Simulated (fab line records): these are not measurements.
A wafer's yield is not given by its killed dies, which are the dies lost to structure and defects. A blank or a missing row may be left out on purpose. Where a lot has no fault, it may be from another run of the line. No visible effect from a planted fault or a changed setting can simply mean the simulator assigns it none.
fab line records | flow sky130
record lots=6 | wafers=18 | lastDay=50
route steps=708 shown METAL3@561 VIA3@573 PAD_OPEN@708
lots with no fault: from the same line, run without faults
startH: hours from the record's first day to the start of the lot's first wafer shown | waitH: time in hours since the lot's previous step | " identical to the entry in the row above | L1.1+2: a row that stands for several wafers | - no value present, or no start provided | * or withheld: withheld | < > ~ a bound
route shown NAME@n: names a module that has steps shown in the file, with the first one's number in the route | usual: mean/standard deviation of fault-free wafers | same: alike in all rows | chamber/n: place in a boat | sites: the reading at each site | _std_site: their standard deviation | _edge_site: inner sites' mean taken away from outer sites' mean | radiusMm: for every site, how far away it sits from the centre of the wafer | mask NAME#n: copy n | behind: the tool/chamber that last shaped the wafer | hold: why the lot was held/for how many hours/how that ended | device: whichever transistor did not switch (one of n, p or np) | end of line: at the end of the route, the tests of the same wafers | a step without rows: its recipe alone | killed: at the first sort, the dies lost to defects and structure; wafer yield is something else | map: the dies of a wafer, with x for killed, . for not killed, _ for no die there
set.NAME: setting as actually run; set.NAME@STEP: the setting as run at that earlier step | model.NAME: the simulator's own value behind a step, which no gauge read
lots at selected steps of the route; one table per step, one row per wafer
services: when a tool's chamber went out of use (startH, in hours from the record's first day, below 0 if earlier), for how many hours, and the reason
## steps
# step SKY_METAL3_PEB_11
# recipe pebTempC=withheld | pebTimeS=withheld | resist=KrF-thick
# step SKY_METAL3_DEVELOP_12
# recipe developTimeS=57.97 | resist=KrF-thick | devTempC=21
# step SKY_METAL3_CD_MEAS_13
# recipe targetCdNm=300
# usual cdNm=300.1/1.3
lot.wafer | tool     | chamber | startH  | waitH | cdNm
L241.1    | cdSem-01 | -       | 946.93  | -     | 299.7
L241.3    | "        | -       | "       | "     | 300.4
L241.4    | "        | -       | "       | "     | 300.7
L243.1    | cdSem-01 | -       | 953.26  | -     | 298.8
L243.2    | "        | -       | "       | "     | 299.7
L243.5    | "        | -       | "       | "     | 300.1
L251.1    | cdSem-01 | -       | 1003.43 | -     | 300.3
L251.3    | "        | -       | "       | "     | 300.6
L251.6    | "        | -       | "       | "     | 299.8
L250.1    | cdSem-02 | -       | 1006.56 | -     | 303.5
L250.3    | "        | -       | "       | "     | 301.4
L250.4    | "        | -       | "       | "     | 303.0
L256.2    | cdSem-02 | -       | 1042.70 | -     | 300.7
L256.3    | "        | -       | "       | "     | 300.1
L256.4    | "        | -       | "       | "     | 300.3
L258.1    | cdSem-02 | -       | 1049.11 | -     | 299.4
L258.4    | "        | -       | "       | "     | 299.1
L258.6    | "        | -       | "       | "     | 299.3
# step SKY_METAL3_OVL_MEAS_14
# usual METAL3_OVL=4/6.2
lot.wafer | tool       | chamber | startH  | waitH | METAL3_OVL[nm]
L241.1    | overlay-02 | -       | 947.05  | 0.1   | -1
L241.3    | "          | -       | "       | "     | -5
L241.4    | "          | -       | "       | "     | -4
L243.1    | overlay-02 | -       | 953.38  | 0.1   | -6
L243.2    | "          | -       | "       | "     | -3
L243.5    | "          | -       | "       | "     | 3
L251.1    | overlay-02 | -       | 1003.55 | 0.1   | 5
L251.3    | "          | -       | "       | "     | 8
L251.6    | "          | -       | "       | "     | 6
L250.1    | overlay-02 | -       | 1006.68 | 0.1   | 10
L250.3    | "          | -       | "       | "     | 11
L250.4    | "          | -       | "       | "     | 12
L256.2    | overlay-01 | -       | 1042.80 | 0.1   | 9
L256.3    | "          | -       | "       | "     | 5
L256.4    | "          | -       | "       | "     | 3
L258.1    | overlay-02 | -       | 1049.23 | 0.1   | 13
L258.4    | "          | -       | "       | "     | 5
L258.6    | "          | -       | "       | "     | 3
# step SKY_METAL3_DESCUM_15
# recipe chemistry=O2 | sourcePowerW=150 | biasPowerW=0 | pressureMtorr=10 | tempC=40 | timeS=8
# usual drypumpMotorCurrentA=5.72/0.27 | oesProductAu=0.996/0.01
lot.wafer | tool        | chamber | startH  | waitH | drypumpMotorCurrentA | oesProductAu | rfHoursCounterH
L241.1    | rieMetal-03 | 0       | 947.08  | 0.0   | 6.01                 | 1.013        | 4
L241.3    | "           | 0       | "       | "     | 6.03                 | 1.002        | -
L241.4    | "           | 1       | "       | "     | 5.84                 | 1.004        | -
L243.1    | rieMetal-04 | 1       | 953.42  | 0.0   | 5.80                 | 0.987        | 3
L243.2    | "           | 0       | "       | "     | 5.41                 | 0.982        | 15
L243.5    | "           | 0       | "       | "     | 5.41                 | 0.978        | -
L251.1    | rieMetal-04 | 1       | 1003.58 | 0.0   | 5.81                 | 1.001        | 6
L251.3    | "           | 1       | "       | "     | 5.81                 | 0.993        | -
L251.6    | "           | 1       | "       | "     | 5.81                 | 0.998        | -
L250.1    | rieMetal-04 | 1       | 1006.71 | 0.0   | 5.85                 | 0.996        | 6
L250.3    | "           | 0       | "       | "     | 5.43                 | 1.003        | -
L250.4    | "           | 1       | "       | "     | 5.83                 | 1.013        | -
L256.2    | rieMetal-04 | 1       | 1042.83 | 0.0   | 5.81                 | 1.001        | 9
L256.3    | "           | 1       | "       | "     | 5.86                 | 0.993        | -
L256.4    | "           | 0       | "       | "     | 5.41                 | 0.992        | -
L258.1    | rieMetal-01 | 1       | 1049.26 | 0.0   | 5.50                 | 0.994        | 5
L258.4    | "           | 1       | "       | "     | 5.48                 | 0.985        | -
L258.6    | "           | 1       | "       | "     | 5.50                 | 0.985        | -
# step SKY_METAL3_ETCH_16
# recipe chemistry=N2/H2 | target=BARC | ionEnergyEv=200 | biasW=100 | pressureMtorr=30 | n2FlowSccm=100 | h2FlowSccm=200 | icpW=500 | stopOn=SiO2 | timeS=88.2 | targetDepthA=600
# usual drypumpMotorCurrentA=5.72/0.27 | oesProductAu=0.626/0.0047 | throttleValvePct=13.204/0.0088
lot.wafer | tool        | chamber | startH  | waitH | drypumpMotorCurrentA | oesProductAu | rfHoursCounterH | throttleValvePct
L241.1    | rieMetal-03 | 0       | 947.11  | 0.0   | 6.00                 | 0.627        | 4               | 13.205
L241.3    | "           | 0       | "       | "     | 6.01                 | 0.616        | -               | 13.197
L241.4    | "           | 1       | "       | "     | 5.87                 | 0.630        | -               | 13.207
L243.1    | rieMetal-04 | 1       | 953.45  | 0.0   | 5.83                 | 0.629        | 3               | 13.208
L243.2    | "           | 0       | "       | "     | 5.41                 | 0.623        | 15              | 13.196
L243.5    | "           | 0       | "       | "     | 5.42                 | 0.631        | -               | 13.210
L251.1    | rieMetal-04 | 1       | 1003.61 | 0.0   | 5.80                 | 0.621        | 6               | 13.208
L251.3    | "           | 1       | "       | "     | 5.80                 | 0.625        | -               | 13.197
L251.6    | "           | 1       | "       | "     | 5.81                 | 0.624        | -               | 13.213
L250.1    | rieMetal-04 | 1       | 1006.75 | 0.0   | 5.83                 | 0.628        | 6               | 13.202
L250.3    | "           | 0       | "       | "     | 5.44                 | 0.615        | -               | 13.196
L250.4    | "           | 1       | "       | "     | 5.82                 | 0.619        | -               | 13.217
L256.2    | rieMetal-04 | 1       | 1042.87 | 0.0   | 5.83                 | 0.630        | 9               | 13.218
L256.3    | "           | 1       | "       | "     | 5.83                 | 0.627        | -               | 13.213
L256.4    | "           | 0       | "       | "     | 5.40                 | 0.634        | -               | 13.215
L258.1    | rieMetal-01 | 1       | 1049.30 | 0.0   | 5.50                 | 0.623        | 5               | 13.203
L258.4    | "           | 1       | "       | "     | 5.50                 | 0.636        | -               | 13.202
L258.6    | "           | 1       | "       | "     | 5.49                 | 0.628        | -               | 13.201
# step SKY_METAL3_ETCH_17
# recipe target=SiO2 | stopOn=TiN | chemistry=C4F8/O2/Ar | sourceW=1500 | biasW=1200 | pressureMtorr=40 | c4f8FlowSccm=withheld | O2_flow_sccm=6 | Ar_flow_sccm=300 | timeS=3.9 | targetDepthA=150
# usual oesProductAu=0.752/0.0075
lot.wafer | tool       | chamber | startH  | waitH | oesProductAu | rfHoursCounterH
L241.1    | rieDiel-04 | 2       | 947.21  | 0.1   | 0.744        | 6
L241.3    | "          | 3       | "       | "     | 0.742        | 17
L241.4    | "          | 1       | "       | "     | 0.755        | 8
L243.1    | rieDiel-01 | 0       | 953.55  | 0.1   | 0.752        | 17
L243.2    | "          | 2       | "       | "     | 0.744        | 22
L243.5    | "          | 2       | "       | "     | 0.756        | -
L251.1    | rieDiel-04 | 2       | 1003.71 | 0.1   | 0.753        | 7
L251.3    | "          | 0       | "       | "     | 0.754        | 4
L251.6    | "          | 3       | "       | "     | 0.757        | -
L250.1    | rieDiel-04 | 1       | 1006.84 | 0.1   | 0.749        | 9
L250.3    | "          | 2       | "       | "     | 0.750        | 7
L250.4    | "          | 0       | "       | "     | 0.759        | 4
L256.2    | rieDiel-04 | 0       | 1042.96 | 0.1   | 0.748        | 6
L256.3    | "          | 2       | "       | "     | 0.764        | 9
L256.4    | "          | 3       | "       | "     | 0.757        | 20
L258.1    | rieDiel-01 | 0       | 1049.39 | 0.1   | 0.742        | 20
L258.4    | "          | 2       | "       | "     | 0.757        | 25
L258.6    | "          | 0       | "       | "     | 0.769        | -
# step SKY_METAL3_METAL_ETCH_18
# recipe targetDepthA=8450 | stopOn=SiO2 | overEtchFrac=0.3 | timeS=183.1 | chemistry=Cl2/BCl3 | resistSidewallDeg=88 | pressureMtorr=10 | icpW=900 | biasW=48.5 | Cl2_flow_sccm=60 | bcl3FlowSccm=30
# usual drypumpMotorCurrentA=5.86/0.22 | oesProductAu=0.867/0.0059 | throttleValvePct=22.265/0.0087
lot.wafer | tool        | chamber | startH  | waitH | drypumpMotorCurrentA | oesProductAu | rfHoursCounterH | throttleValvePct
L241.1    | rieMetal-01 | 0       | 947.23  | 0.0   | 6.09                 | 0.863        | 3               | 22.259
L241.3    | "           | 0       | "       | "     | 6.12                 | 0.869        | -               | 22.266
L241.4    | "           | 0       | "       | "     | 6.11                 | 0.861        | -               | 22.268
L243.1    | rieMetal-01 | 1       | 953.57  | 0.0   | 5.49                 | 0.869        | 0               | 22.276
L243.2    | "           | 0       | "       | "     | 6.12                 | 0.869        | 4               | 22.264
L243.5    | "           | 0       | "       | "     | 6.10                 | 0.869        | -               | 22.265
L251.1    | rieMetal-03 | 0       | 1003.73 | 0.0   | 6.01                 | 0.861        | 8               | 22.257
L251.3    | "           | 0       | "       | "     | 6.01                 | 0.858        | -               | 22.277
L251.6    | "           | 0       | "       | "     | 6.00                 | 0.867        | -               | 22.257
L250.1    | rieMetal-03 | 0       | 1006.86 | 0.0   | 5.98                 | 0.866        | 8               | 22.252
L250.3    | "           | 1       | "       | "     | 5.86                 | 0.871        | -               | 22.270
L250.4    | "           | 0       | "       | "     | 6.00                 | 0.880        | -               | 22.264
L256.2    | rieMetal-03 | 0       | 1042.98 | 0.0   | 6.00                 | 0.861        | 10              | 22.275
L256.3    | "           | 1       | "       | "     | 5.85                 | 0.867        | -               | 22.268
L256.4    | "           | 0       | "       | "     | 6.01                 | 0.875        | -               | 22.276
L258.1    | rieMetal-04 | 0       | 1049.41 | 0.0   | 5.42                 | 0.860        | 22              | 22.264
L258.4    | "           | 0       | "       | "     | 5.42                 | 0.871        | -               | 22.243
L258.6    | "           | 1       | "       | "     | 5.82                 | 0.866        | -               | 22.248
# step SKY_METAL3_STRIP_19
# recipe chemistry=O2/N2 | powerW=1400 | pressureMtorr=1500 | platenTempC=withheld | o2FlowSccm=3000 | n2FlowSccm=300 | overashFraction=0.5
# usual drypumpMotorCurrentA=5.6/0.47 | oesProductAu=0.502/0.0056 | stripTimeToEndpointS=6.51/0.064
lot.wafer | tool           | chamber | startH  | waitH | drypumpMotorCurrentA | oesProductAu | rfHoursCounterH | stripTimeToEndpointS
L241.1    | plasmaAsher-04 | 0       | 947.59  | 0.3   | 6.2                  | 0.508        | 50              | 6.49
L241.3    | "              | 0       | "       | "     | 6.2                  | 0.494        | -               | 6.46
L241.4    | "              | 1       | "       | "     | 4.8                  | 0.505        | -               | 6.50
L243.1    | plasmaAsher-03 | 0       | 953.74  | 0.1   | 5.3                  | 0.512        | 80              | 6.68
L243.2    | "              | 1       | "       | "     | 5.4                  | 0.513        | 80              | 6.49
L243.5    | "              | 0       | "       | "     | 5.3                  | 0.502        | -               | 6.57
L251.1    | plasmaAsher-02 | 0       | 1003.91 | 0.1   | 5.8                  | 0.499        | 26              | 6.51
L251.3    | "              | 0       | "       | "     | 5.7                  | 0.500        | -               | 6.44
L251.6    | "              | 1       | "       | "     | 6.1                  | 0.500        | -               | 6.43
L250.1    | plasmaAsher-04 | 1       | 1007.04 | 0.1   | 4.8                  | 0.506        | 54              | 6.60
L250.3    | "              | 0       | "       | "     | 6.2                  | 0.496        | -               | 6.56
L250.4    | "              | 1       | "       | "     | 4.8                  | 0.510        | -               | 6.53
L256.2    | plasmaAsher-03 | 1       | 1043.16 | 0.1   | 5.4                  | 0.499        | 89              | 6.47
L256.3    | "              | 0       | "       | "     | 5.3                  | 0.495        | -               | 6.50
L256.4    | "              | 1       | "       | "     | 5.4                  | 0.500        | -               | 6.46
L258.1    | plasmaAsher-04 | 1       | 1049.59 | 0.1   | 4.8                  | 0.500        | 58              | 6.49
L258.4    | "              | 1       | "       | "     | 4.8                  | 0.503        | -               | 6.49
L258.6    | "              | 0       | "       | "     | 6.2                  | 0.499        | -               | 6.35
# step SKY_METAL3_STRIP_20
# recipe chemistry=postEtchResidueRemover | timeS=1200 | tempC=72.5
# step SKY_METAL3_CLEAN_21
# recipe chemistry=IPA | timeS=180 | tempC=25
# step SKY_METAL3_CLEAN_22
# recipe chemistry=O3/DIW | dry=n2Spin
# step SKY_VIA3_HDPCVD_00
# recipe material=SiO2 | targetThkNm=1635 | sigmaOpenFrac=0.3 | timeS=272.5 | tempC=400 | sih4FlowSccm=60 | pressureMtorr=6
lot.wafer | tool      | chamber | startH  | waitH | model.SiO2_of_VIA3_HDPCVD_00.thkNm
L241.1    | hdpcvd-02 | 1       | 948.30  | 0.0   | 1606
L241.3    | "         | 0       | "       | "     | 1616
L241.4    | "         | 1       | "       | "     | 1617
L243.1    | hdpcvd-01 | 2       | 954.68  | 0.0   | 1614
L243.2    | "         | 1       | "       | "     | 1627
L243.5    | "         | 2       | "       | "     | 1634
L251.1    | hdpcvd-02 | 1       | 1004.90 | 0.0   | 1033
L251.3    | "         | 0       | "       | "     | 1646
L251.6    | "         | 1       | "       | "     | 1008
L250.1    | hdpcvd-02 | 1       | 1007.98 | 0.0   | 1004
L250.3    | "         | 2       | "       | "     | 1629
L250.4    | "         | 0       | "       | "     | 1651
L256.2    | hdpcvd-01 | 1       | 1043.80 | 0.0   | 1652
L256.3    | "         | 0       | "       | "     | 1633
L256.4    | "         | 0       | "       | "     | 1657
L258.1    | hdpcvd-01 | 2       | 1050.21 | 0.0   | 1631
L258.4    | "         | 2       | "       | "     | 1625
L258.6    | "         | 1       | "       | "     | 1655
# step SKY_VIA3_THK_MEAS_01
# recipe reads=SiO2_of_VIA3_HDPCVD_00
# usual VIA3_HDPCVD_THK=1638/17
lot.wafer | tool         | chamber | startH  | waitH | VIA3_HDPCVD_THK[nm]
L241.1    | filmMetro-03 | -       | 948.47  | 0.1   | 1607
L241.3    | "            | -       | "       | "     | 1616
L241.4    | "            | -       | "       | "     | 1616
L243.1    | filmMetro-01 | -       | 954.85  | 0.1   | 1613
L243.2    | "            | -       | "       | "     | 1627
L243.5    | "            | -       | "       | "     | 1633
L251.1    | filmMetro-04 | -       | 1005.07 | 0.1   | 1033
L251.3    | "            | -       | "       | "     | 1646
L251.6    | "            | -       | "       | "     | 1007
L250.1    | filmMetro-03 | -       | 1008.15 | 0.1   | 1004
L250.3    | "            | -       | "       | "     | 1630
L250.4    | "            | -       | "       | "     | 1652
L256.2    | filmMetro-01 | -       | 1043.97 | 0.1   | 1654
L256.3    | "            | -       | "       | "     | 1633
L256.4    | "            | -       | "       | "     | 1657
L258.1    | filmMetro-01 | -       | 1050.38 | 0.1   | 1630
L258.4    | "            | -       | "       | "     | 1626
L258.6    | "            | -       | "       | "     | 1656
# step SKY_VIA3_CMP_02
# recipe material=SiO2 | downForcePsi=4 | platenRpm=60 | padVelocityMS=0.94248
# step SKY_PAD_OPEN_PROBE_99
lot.wafer | tool      | chamber | startH  | waitH | model.etest.met4Comb.leakLog10AUm
L241.1    | prober-01 | -       | 1114.76 | 0.1   | -12.13
L241.3    | prober-01 | -       | 1114.86 | 0.2   | -12.03
L241.4    | prober-01 | -       | 1114.91 | 0.2   | -12.02
L243.1    | prober-01 | -       | 1118.78 | 0.1   | -12
L243.2    | prober-01 | -       | 1118.83 | 0.1   | -12.05
L243.5    | prober-01 | -       | 1118.98 | 0.2   | -11.77
L251.1    | prober-02 | -       | 1160.03 | 0.1   | -6.962
L251.3    | prober-02 | -       | 1160.13 | 0.2   | -12.14
L251.6    | prober-02 | -       | 1160.28 | 0.2   | -6.888
L250.1    | prober-01 | -       | 1162.29 | 0.1   | -6.979
L250.3    | prober-01 | -       | 1162.39 | 0.2   | -12.03
L250.4    | prober-01 | -       | 1162.44 | 0.2   | -12.04
L256.2    | prober-01 | -       | 1190.58 | 0.1   | -11.98
L256.3    | prober-01 | -       | 1190.63 | 0.2   | -12.13
L256.4    | prober-01 | -       | 1190.68 | 0.2   | -12.14
L258.1    | prober-02 | -       | 1193.81 | 0.1   | -12.13
L258.4    | prober-02 | -       | 1193.96 | 0.2   | -11.98
L258.6    | prober-02 | -       | 1194.06 | 0.2   | -12.02
# killed by level:class
L241.1 CONTACT:geometricParticle:open=11 VIA1:geometricParticle:open=7 POLY_GATE:geometricParticle:short=5 METAL1:geometricParticle:short=5 VIA3:geometricParticle:open=5 POLY_GATE:geometricParticle:open=4 FIELD_ISO:geometricParticle:short=3 METAL1:geometricParticle:open=3
L241.3 VIA1:geometricParticle:open=12 VIA3:geometricParticle:short=6 VIA3:geometricParticle:open=6 LI_CONTACT:geometricParticle:open=5 METAL2:geometricParticle:short=4 METAL4:geometricParticle:short=4 FIELD_ISO:geometricParticle:open=3 CONTACT:geometricParticle:short=3
L241.4 CONTACT:geometricParticle:open=11 VIA1:geometricParticle:open=10 VIA3:geometricParticle:open=9 METAL2:geometricParticle:short=9 VIA3:geometricParticle:short=8 LI_CONTACT:geometricParticle:open=7 METAL1:geometricParticle:short=5 VIA1:geometricParticle:short=5
L243.1 CONTACT:geometricParticle:open=9 VIA1:geometricParticle:open=8 VIA2:geometricParticle:open=7 METAL2:geometricParticle:short=6 VIA3:geometricParticle:open=6 FIELD_ISO:geometricParticle:open=5 LI_CONTACT:geometricParticle:open=5 LOCAL_INTERCONNECT:geometricParticle:short=5
L243.2 VIA1:geometricParticle:open=8 VIA2:geometricParticle:open=7 CONTACT:geometricParticle:open=6 METAL1:geometricParticle:short=6 VIA2:geometricParticle:short=5 VIA3:geometricParticle:open=5 POLY_GATE:geometricParticle:short=4 LI_CONTACT:geometricParticle:open=4
L243.5 METAL1:geometricParticle:short=10 VIA3:geometricParticle:open=9 LI_CONTACT:geometricParticle:open=8 CONTACT:geometricParticle:open=8 LI_CONTACT:geometricParticle:short=6 VIA1:geometricParticle:open=6 METAL2:geometricParticle:short=6 VIA1:geometricParticle:short=6
L256.2 METAL2:geometricParticle:short=11 VIA1:geometricParticle:open=10 CONTACT:geometricParticle:short=7 CONTACT:geometricParticle:open=5 FIELD_ISO:geometricParticle:short=4 LI_CONTACT:geometricParticle:open=4 VIA2:geometricParticle:open=4 METAL4:geometricParticle:short=4
L256.3 POLY_GATE:geometricParticle:open=6 CONTACT:geometricParticle:open=6 FIELD_ISO:geometricParticle:short=5 FIELD_ISO:geometricParticle:open=5 CONTACT:geometricParticle:short=5 LI_CONTACT:geometricParticle:open=4 LOCAL_INTERCONNECT:geometricParticle:short=4 VIA2:geometricParticle:open=4
L256.4 VIA1:geometricParticle:open=12 CONTACT:geometricParticle:open=9 METAL2:geometricParticle:short=7 POLY_GATE:geometricParticle:open=5 POLY_GATE:geometricParticle:short=5 LI_CONTACT:geometricParticle:open=5 VIA3:geometricParticle:open=5 FIELD_ISO:geometricParticle:short=4
L258.1 VIA2:geometricParticle:open=9 VIA1:geometricParticle:open=8 CONTACT:geometricParticle:open=7 VIA1:geometricParticle:short=7 VIA3:geometricParticle:open=7 CONTACT:geometricParticle:short=6 LOCAL_INTERCONNECT:geometricParticle:short=4 FIELD_ISO:geometricParticle:short=4
L258.4 CONTACT:geometricParticle:open=14 VIA1:geometricParticle:open=12 CONTACT:geometricParticle:short=7 METAL2:geometricParticle:short=7 FIELD_ISO:geometricParticle:open=6 METAL1:geometricParticle:short=6 VIA3:geometricParticle:open=5 VIA2:geometricParticle:open=4
L258.6 CONTACT:geometricParticle:open=14 VIA1:geometricParticle:open=7 VIA2:geometricParticle:open=7 VIA3:geometricParticle:open=5 LI_CONTACT:geometricParticle:open=5 POLY_GATE:geometricParticle:short=4 FIELD_ISO:geometricParticle:short=3 METAL1:geometricParticle:open=3
## services
tool           | chamber | startH  | hours | kind
rieDiel-01     | 1       | 923.72  | 35.9  | repair
rieMetal-01    | 1       | 924.87  | -     | clean
rieMetal-01    | 1       | 924.87  | 24.3  | scheduledDown
rieMetal-01    | 1       | 924.87  | 24.3  | ventCycle
rieDiel-01     | 3       | 929.30  | 3.8   | repair
rieMetal-01    | -       | 937.59  | 0.2   | repair
rieMetal-04    | -       | 942.68  | 8.9   | repair
plasmaAsher-04 | -       | 948.38  | 13.0  | repair
hdpcvd-02      | -       | 950.25  | 15.0  | pm
hdpcvd-02      | 0       | 950.25  | 15.0  | ventCycle
hdpcvd-02      | 1       | 950.25  | 15.0  | ventCycle
hdpcvd-02      | 2       | 950.25  | 15.0  | ventCycle
rieDiel-04     | 2       | 955.73  | 6.2   | repair
hdpcvd-02      | 0       | 965.25  | -     | clean
hdpcvd-02      | 1       | 965.25  | -     | clean
hdpcvd-02      | 2       | 965.25  | -     | clean
hdpcvd-02      | 0       | 965.88  | 5.6   | repair
rieMetal-03    | -       | 1008.49 | 0.6   | repair
rieDiel-01     | 2       | 1009.52 | 1.7   | repair
rieDiel-01     | 2       | 1024.27 | 2.8   | repair
hdpcvd-01      | 0       | 1028.43 | 4.8   | repair
hdpcvd-01      | -       | 1035.83 | 2.8   | pm
rieMetal-03    | -       | 1047.00 | 14.6  | pm
## key
firstSign step=SKY_VIA3_THK_MEAS_01 | reading=VIA3_HDPCVD_THK | direction=down | sigmas=38 | usual=1638 | struck=1015
effect none on later readings
modelEffect step=SKY_VIA3_HDPCVD_00 | value=SiO2_of_VIA3_HDPCVD_00.thkNm | without=1628 | struck=1015
modelEffect step=SKY_PAD_OPEN_PROBE_99 | value=etest.met4Comb.leakLog10AUm | without=-11.93 | struck=-6.943
metAt SKY_VIA3_HDPCVD_00
struckWafers L250.1,L251.1,L251.6
sortLeftOut L250.1,L251.1,L251.6
onsetBetween 948.30 1004.90
fault kind=processParameterDrift | tool=hdpcvd-02 | chamber=1 | onsetH=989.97 | steps=SKY_VIA3_HDPCVD_00 | channel=targetThkNm | offset=-612.85 | shape=step | endH=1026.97 | actsIn=theseRecipesOnly | stated=1635
# sortLeftOut: the simulated sort isn't trusted on such a fault, so these wafers' sort isn't shown, and their yield isn't known
